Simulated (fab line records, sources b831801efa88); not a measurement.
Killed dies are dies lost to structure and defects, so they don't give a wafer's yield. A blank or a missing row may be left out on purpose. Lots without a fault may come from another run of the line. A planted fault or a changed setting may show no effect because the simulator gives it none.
Which tool did it? | flow gf180mcu | 14 lots, 42 wafers sampled, at 4 steps of a route of 602

WHAT THE GAUGES READ, wafer by wafer
The record holds no reading of a measuring or inspecting step that can be judged against a usual standard deviation.

WHICH TOOL RAN EACH LOT (tool, then ch and the chambers of the sampled wafers, then the start)
lot  | GF_V3_CVD_02                    | GF_V3_CMP_04                  | GF_V3_DEVELOP_13                  | GF_V3_ETCH_16
L931 | pecvd-02 ch 1,2, day 21 10:28   | cmp-01 ch 0,3, day 21 10:36   | litho_track-02 ch 0, day 22 09:55 | rie_diel-02 ch 0,2,3, day 22 10:12
L932 | pecvd-03 ch 0,2, day 21 21:07   | cmp-01 ch 0,2,3, day 21 21:21 | litho_track-02 ch 0, day 22 20:19 | rie_diel-02 ch 2,3, day 22 20:36
L935 | pecvd-04 ch 0,1,2, day 23 05:55 | cmp-02 ch 1,2,3, day 23 06:05 | litho_track-03 ch 0, day 24 04:37 | rie_diel-01 ch 0,2,3, day 24 04:55
L938 | pecvd-04 ch 0,1,2, day 24 05:29 | cmp-01 ch 0,2, day 24 05:40   | litho_track-01 ch 0, day 25 03:48 | rie_diel-02 ch 0,1,2, day 25 04:08
L939 | pecvd-03 ch 1,2, day 24 13:03   | cmp-02 ch 2,3, day 24 13:14   | litho_track-01, day 25 10:09      | rie_diel-01 ch 1,2, day 25 10:27
L940 | pecvd-04 ch 0,1,2, day 24 21:18 | cmp-01 ch 0,3, day 25 01:04   | litho_track-02, day 25 22:10      | rie_diel-02 ch 1,2,3, day 25 22:27
L943 | pecvd-02 ch 1,2, day 25 22:20   | cmp-01 ch 0,1,2, day 25 22:31 | litho_track-01 ch 0, day 26 19:25 | rie_diel-02 ch 1,2, day 26 19:42
L944 | pecvd-04 ch 0,1,2, day 26 07:17 | cmp-02 ch 0,2, day 26 07:28   | litho_track-01 ch 0, day 27 04:21 | rie_diel-02 ch 0,2,3, day 27 04:39
L947 | pecvd-04 ch 0,1,2, day 27 11:57 | cmp-02 ch 0,2,3, day 27 12:05 | litho_track-01 ch 0, day 28 08:37 | rie_diel-02 ch 0,1, day 28 08:54
L948 | pecvd-03 ch 0,1,2, day 27 14:00 | cmp-01 ch 0,1, day 27 14:08   | litho_track-03 ch 0, day 28 10:19 | rie_diel-02 ch 1,3, day 28 10:37
L949 | pecvd-02 ch 0,2, day 27 21:34   | cmp-01 ch 0,1,3, day 27 21:51 | litho_track-01 ch 0, day 28 17:03 | rie_diel-01 ch 1,2,3, day 28 17:21
L950 | pecvd-03 ch 0,1,2, day 28 04:42 | cmp-02 ch 0,1,3, day 28 04:52 | litho_track-02 ch 0, day 29 00:08 | rie_diel-04 ch 1,2,3, day 29 00:27
L951 | pecvd-02 ch 0,1, day 28 05:07   | cmp-01 ch 0,1,2, day 28 05:16 | litho_track-02 ch 0, day 29 00:29 | rie_diel-01 ch 0,1,2, day 29 00:48
L953 | pecvd-04 ch 0,2, day 28 18:55   | cmp-02 ch 2,3, day 28 19:05   | litho_track-02 ch 0, day 29 14:11 | rie_diel-04 ch 0,3, day 29 14:30
- GF_V3_CVD_02: deposits SiO2 from TEOS, target thk 850 nm, time 94.851 s.
- GF_V3_CMP_04: polishes SiO2.
- GF_V3_DEVELOP_13: develop time 60 s.
- GF_V3_ETCH_16: etches BARC in N2/H2.

WHAT THE TOOLS THEMSELVES READ (means of the sampled wafers that have a number; where no wafer has one, the mark that the record gives instead)
GF_V3_CVD_02.
lot  | tool     | heater_power_w (W)
L931 | pecvd-02 | 597
L932 | pecvd-03 | 660
L935 | pecvd-04 | 617
L938 | pecvd-04 | 627
L939 | pecvd-03 | 558
L940 | pecvd-04 | 597
L943 | pecvd-02 | 628
L944 | pecvd-04 | 712
L947 | pecvd-04 | 648
L948 | pecvd-03 | 632
L949 | pecvd-02 | 621
L950 | pecvd-03 | 553
L951 | pecvd-02 | 576
L953 | pecvd-04 | 587

GF_V3_CMP_04.
lot  | tool   | motor_current_A (A) | time_to_endpoint_s (s)
L931 | cmp-01 | 11.4                | 78
L932 | cmp-01 | 11.3                | 83
L935 | cmp-02 | 13.8                | 85
L938 | cmp-01 | 10.8                | 84
L939 | cmp-02 | 15.1                | 74
L940 | cmp-01 | 11.9                | 74
L943 | cmp-01 | 11.2                | 78
L944 | cmp-02 | 12.5                | 81
L947 | cmp-02 | 13.5                | 75
L948 | cmp-01 | 10.5                | 73
L949 | cmp-01 | 11.6                | 83
L950 | cmp-02 | 12.9                | 78
L951 | cmp-01 | 10.9                | 82
L953 | cmp-02 | 14.3                | 88

GF_V3_DEVELOP_13.
lot  | tool           | chill_plate_temp_C (C)
L931 | litho_track-02 | 23.00
L932 | litho_track-02 | 23.17
L935 | litho_track-03 | 22.94
L938 | litho_track-01 | 22.91
L939 | litho_track-01 | -
L940 | litho_track-02 | -
L943 | litho_track-01 | 23.04
L944 | litho_track-01 | 23.06
L947 | litho_track-01 | 23.07
L948 | litho_track-03 | 23.08
L949 | litho_track-01 | 22.92
L950 | litho_track-02 | 22.91
L951 | litho_track-02 | 23.16
L953 | litho_track-02 | 22.96

GF_V3_ETCH_16.
lot  | tool        | bias_w (W) | drypump_motor_current_A (A) | h2_flow_sccm (sccm) | oes_product_au (a.u.) | throttle_valve_pct (%)
L931 | rie_diel-02 | 100.3      | 5.4                         | 200.4               | 0.851                 | 13.231
L932 | rie_diel-02 | 100.2      | 5.6                         | 200.3               | 0.852                 | 13.221
L935 | rie_diel-01 | 100.2      | 5.8                         | 200.3               | 0.853                 | 13.229
L938 | rie_diel-02 | 99.7       | 5.1                         | 200.1               | 0.858                 | 13.236
L939 | rie_diel-01 | 99.6       | 5.4                         | 200.2               | 0.854                 | 13.223
L940 | rie_diel-02 | 100.1      | 5.6                         | 200.7               | 0.857                 | 13.229
L943 | rie_diel-02 | 100.0      | 5.3                         | 199.9               | 0.850                 | 13.220
L944 | rie_diel-02 | 99.8       | 5.4                         | 200.3               | 0.856                 | 13.219
L947 | rie_diel-02 | 100.0      | 5.0                         | 199.6               | 0.858                 | 13.218
L948 | rie_diel-02 | 99.5       | 5.6                         | 199.9               | 0.853                 | 13.221
L949 | rie_diel-01 | 100.4      | 5.5                         | 200.0               | 0.858                 | 13.225
L950 | rie_diel-04 | 100.1      | 5.7                         | 200.1               | 0.856                 | 13.230
L951 | rie_diel-01 | 99.9       | 5.7                         | 200.3               | 0.855                 | 13.232
L953 | rie_diel-04 | 100.0      | 5.6                         | 199.5               | 0.860                 | 13.219

THE ANSWER, worked out from the rows above alone
Rule: what is usual is taken from the lots themselves. Put in order of their means at a reading, lots are off if they are a third of the lots or fewer, leave a main group of 4 or more, and stand apart from it by a gap of 3 or more times the standard deviation of the main group's means; of several such gaps the widest counts. A main group whose means are all the same, to the digits that the tables above print for the reading, isn't used. A lot without any number at a reading at which 4 lots or more have one is off too. The other lots that the step has rows for count as sound. The gauges are gone through in route order, then the tools' own readings, and for those a lot's mean is taken as printed above. The first step at which some lot is off is used, and at that step the reading that is off furthest; a lot without a number counts as furthest.
Off: L939, L940, at GF_V3_DEVELOP_13 (chill_plate_temp_C). Without a number there: L939, L940. The main group: mean 23.02 C, standard deviation 0.089.
A tool fits if, at that step or a process step before it, it ran every lot that is off, and no sound lot after the first of them. None of those tried fits.

WHAT THE SIMULATOR HAD PUT IN
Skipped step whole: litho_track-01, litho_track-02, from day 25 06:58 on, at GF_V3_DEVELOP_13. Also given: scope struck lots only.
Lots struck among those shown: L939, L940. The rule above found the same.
